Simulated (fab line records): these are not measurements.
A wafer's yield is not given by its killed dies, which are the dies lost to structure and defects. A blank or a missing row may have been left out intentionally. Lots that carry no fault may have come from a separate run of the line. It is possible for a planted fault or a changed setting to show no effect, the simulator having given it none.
A struck lot beside a sound one / flow gf180mcu / 18 steps out of a route of 602
Sound: the wafers L203.1, L203.2, L203.5. Struck: wafer L208.3 (left out: L208.2, a lot-mate that was not struck); the cause follows at the end.
At each step with rows: each side's tool, then ch and its chambers, then its first start. Under that, the readings that differ: sound wafers / struck wafers / difference of the means / sigmas: that difference in standard deviations of wafers without a fault.
alike: readings whose means differ by less than 2 such deviations, and words and numbers that are the same on both sides. not compared: withheld readings, readings that some wafer has no value for, bounds like >300 that may hide the same value, and numbers for which the record gives no deviation and whose values overlap.
Wherever a step has rows on one side only, a row that says differs or no value, or a row with sigmas, the two part there. Numbers that don't overlap but have no deviation are shown without sigmas and don't part them. Lack of a reading on every wafer of one side parts them only where that side has two or more wafers.

first, 3 steps without rows for these wafers: GF_V3_EXPOSE_11 (exposes mask Via3, target cd 260 nm); GF_V3_PEB_12 (peb time 90 s); GF_V3_DEVELOP_13 (develop time 60 s).
GF_V3_CD_MEAS_14: the cd target is 260 nm.
  sound: cd-sem-01 at day 22 17:44; struck: cd-sem-02 at day 24 08:09
  alike: cd-nm
GF_V3_OVL_MEAS_15:
  sound: overlay-02 at day 22 17:51; struck: overlay-01 at day 24 08:16
  alike: V3_OVL
GF_V3_ETCH_16: etches BARC in N2/H2.
  sound on rie-diel-01 ch 2,3, day 22 17:53; struck on rie-diel-01 ch 0, day 24 08:17
  alike: bias-w, drypump-motor-current-A, oes-product-au, rf-fwd-power-W, throttle-valve-pct
GF_V3_ETCH_17: etches SiO2 in C4F8/O2/Ar, stops on TiN, target depth 635 nm.
  sound: rie-diel-01 ch 2,3; struck: rie-diel-01 ch 0
  alike: bias-w, oes-product-au, rf-fwd-power-W
GF_V3_STRIP_18: strips in O2/N2.
  sound on plasma-asher-03 ch 0,1, day 22 18:01; struck on plasma-asher-04 ch 0, day 24 08:25
  alike: drypump-motor-current-A, heater-power-w, oes-product-au
  not compared: rf-hours-counter-h
then, 2 steps without rows for these wafers: GF_V3_STRIP_19 (strips in post etch residue remover, time 1200 s); GF_V3_CLEAN_20 (cleans in DIW).
GF_V3_SPUTTER_21: material Ti, target thk 15 nm, time 80.02 s.
  sound: pvd-sputter-03 at day 22 18:35; struck: pvd-sputter-04 at day 24 08:59
  alike: throttle-valve-pct
GF_V3_SPUTTER_22: material TiN, target thk 10 nm, time 40 s.
  sound: pvd-sputter-03 at day 22 18:39; struck: pvd-sputter-04 at day 24 09:03
  alike: throttle-valve-pct
GF_V3_CVD_23: deposits W, target thk 350 nm, time 104.9 s.
  sound on cvd-w-01 ch 0,1, day 22 18:41; struck on cvd-w-01 ch 0, day 24 09:05
reading=model.W_of_V3_CVD_23.thk-nm (nm); sound=351.6 352.5 355.1; struck=441.1; difference=+88.0; sigmas=
  alike: heater-power-w
GF_V3_RS_MEAS_24: measurement is done with a four-point probe.
  sound: film-metro-03 at day 22 18:48; struck: film-metro-04 at day 24 09:13
reading=V3_W_RS (ohm/sq); sound=0.326 0.325 0.323; struck=0.259; difference=-0.066; sigmas=-19
GF_V3_THK_MEAS_25: measures by xrf.
  sound: film-metro-03 at day 22 18:55; struck: film-metro-04 at day 24 09:20
reading=V3_W_THK (nm); sound=345 348 350; struck=431; difference=+83; sigmas=+18
GF_V3_CMP_26: polishes, stops on SiO2, t overpolish 15 s, target thk 0 nm.
  sound on cmp-02 ch 0,2, day 22 18:59; struck on cmp-02 ch 1, day 24 09:23
reading=time-to-endpoint-s (s); sound=79 86 81; struck=103; difference=+21; sigmas=+6
  alike: head-pressure-psi, motor-current-A
then, 2 steps without rows for these wafers: GF_M4_SPUTTER_00 (material Ti, target thk 37.5 nm, time 150 s); GF_PASSIVATION_PROBE_99.

== WHERE THEY PART ==
First at GF_V3_RS_MEAS_24; last, within this record, at GF_V3_CMP_26.

WHY: what had been put in by the simulator
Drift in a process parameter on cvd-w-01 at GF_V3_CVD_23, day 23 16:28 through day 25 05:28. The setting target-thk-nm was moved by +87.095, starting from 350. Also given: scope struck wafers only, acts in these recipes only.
